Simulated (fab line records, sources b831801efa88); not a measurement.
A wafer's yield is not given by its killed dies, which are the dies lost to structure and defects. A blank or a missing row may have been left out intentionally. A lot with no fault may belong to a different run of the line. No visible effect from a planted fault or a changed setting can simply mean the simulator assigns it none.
A struck lot beside a sound one	flow sky130	18 out of 708 route steps
Sound: wafers L328.2, L328.5, L328.6. Wafers struck: L322.1, L322.3, L322.4. Last of all comes the cause.
Each step with rows lists, per side, the tool, then ch with its chambers, then its first start. Under that, the readings that differ: sound wafers	struck wafers	difference of the means	sigmas: that difference in standard deviations of wafers without a fault.
alike: readings whose means differ by less than 2 such deviations, and words and numbers that are the same on both sides. not compared: withheld readings, readings that some wafer has no value for, bounds like >300 that may hide the same value, and numbers for which the record gives no deviation and whose values overlap.
The two part at a step that has a row with sigmas, a row that says differs or no value, or rows on one side only. Numbers that don't overlap but have no deviation are shown without sigmas and don't part them. A reading that every wafer of one side lacks parts them only if that side has two wafers or more.

first, 3 steps without rows for these wafers: SKY_SONOS_ONO_WET_ETCH_18 (etches Si3N4 in H3PO4, target depth 15 nm, time 172 s); SKY_GATE_OXIDE_CLEAN_00 (cleans in SC1/SC2, time 150 s); SKY_GATE_OXIDE_OXIDATION_01 (stabilise 600 s, purge 300 s, target thk 10.268 nm).
SKY_GATE_OXIDE_THK_MEAS_02:
  struck on film metro-04, day 17 01:11; sound on film metro-01, day 18 17:18
  alike: GATE_OXIDE_OXIDATION_00_THK
then, 7 steps without rows for these wafers: SKY_GATE_OXIDE_DEHYDRATE_03 (time 60 s); SKY_GATE_OXIDE_HMDS_04 (prime time 60 s); SKY_GATE_OXIDE_COAT_05 (resist thk 1140 nm); SKY_GATE_OXIDE_SOFTBAKE_06 (time 60 s); SKY_GATE_OXIDE_EXPOSE_07 (exposes mask LVOM, target cd 600 nm); SKY_GATE_OXIDE_PEB_08; SKY_GATE_OXIDE_DEVELOP_09 (develop time 60 s).
SKY_GATE_OXIDE_OVL_MEAS_10:
  struck on overlay-02, day 18 06:28; sound on overlay-02, day 20 00:24
  alike: GATE_OXIDE_OVL
SKY_GATE_OXIDE_IMPLANT_11:
  sound on implanter-02 ch 0, day 20 00:28; struck on implanter-01 ch 0, day 18 06:30
reading	sound	struck	difference	sigmas
dose ions cm2	2.6004e+12 2.6e+12 2.6003e+12	1.4545e+12 1.4568e+12 1.4556e+12	-1.1446e+12	-99 or more
faraday current uA	15.1 14.9 14.9	8.3 8.1 8.5	-6.7	-22
  alike: beam energy keV, end station pressure torr
then, 1 step without rows for these wafers: SKY_GATE_OXIDE_WET_ETCH_12 (etches SiO2 in dHF, target depth 16.8 nm, time 336 s).
SKY_GATE_OXIDE_STRIP_13: strips in O2/N2.
  sound on plasma asher-01 ch 0,1, day 20 00:42; struck on plasma asher-03 ch 0,1, day 18 06:45
  alike: drypump motor current A, oes product au, strip time to endpoint s
  not compared: rf hours counter h
SKY_GATE_OXIDE_TW_MEAS_14:
  struck on film metro-01, day 18 06:51; sound on film metro-02, day 20 00:49
reading	sound	struck	difference	sigmas
GATE_OXIDE_TW	221.5 222.4 221.1	191.7 192.1 190.9	-30.1	-18
then, 1 step without rows for these wafers: SKY_GATE_OXIDE_CLEAN_15 (cleans in SC1/SC2, time 150 s).
-- here the record skips 30 days between the struck wafers' starts before and after, leaving off in module GATE_OXIDE and picking up in module PAD_OPEN (first step shown: number 708 of the route) --
SKY_PAD_OPEN_PROBE_99:
  struck on prober-02, day 48 09:14; sound on prober-01, day 49 16:27
reading	sound	struck	difference	sigmas
model.etest.tip p.rs ohm sq	6937 6893 6931	7701 7686 7615	+747	
model.etest.pfet_01v8.r on ohm um	2864 2853 2891	3351 3366 3475	+528	
model.etest.nfet_01v8_lvt.drive ua um	570 560.2 563	634.3 650.9 637.3	+76.4	
model.etest.nfet_01v8.drive ua um	498.9 491.3 495.1	556.6 571.9 556.9	+66.7	
model.etest.nfet_01v8_turned.drive ua um	496.1 495 494.1	562 569.1 558.2	+68	
model.etest.nfet_01v8_swapped.drive ua um	500.1 495.7 488.6	559.9 570.2 556.4	+67.4	
model.etest.sram nfet pass.drive ua um	483.2 486.8 483.1	539 559.1 544.1	+63	
model.etest.nfet_01v8.r on ohm um	833.1 853.4 855.9	782.1 779.6 783.4	-65.8	
  alike: killed_at_M0_to_M3, killed_at_M4_up, killed at contacts, killed at front end, killed at other, killed dies, killed on rim, killed open, killed short

== WHERE THEY PART ==
First at SKY_GATE_OXIDE_IMPLANT_11; last, within this record, at SKY_GATE_OXIDE_TW_MEAS_14. Later steps at which nothing parts them and some readings are alike: SKY_PAD_OPEN_PROBE_99.

WHY: whatever the simulator had introduced
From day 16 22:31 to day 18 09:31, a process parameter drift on implanter-01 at SKY_GATE_OXIDE_IMPLANT_11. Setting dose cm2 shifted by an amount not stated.
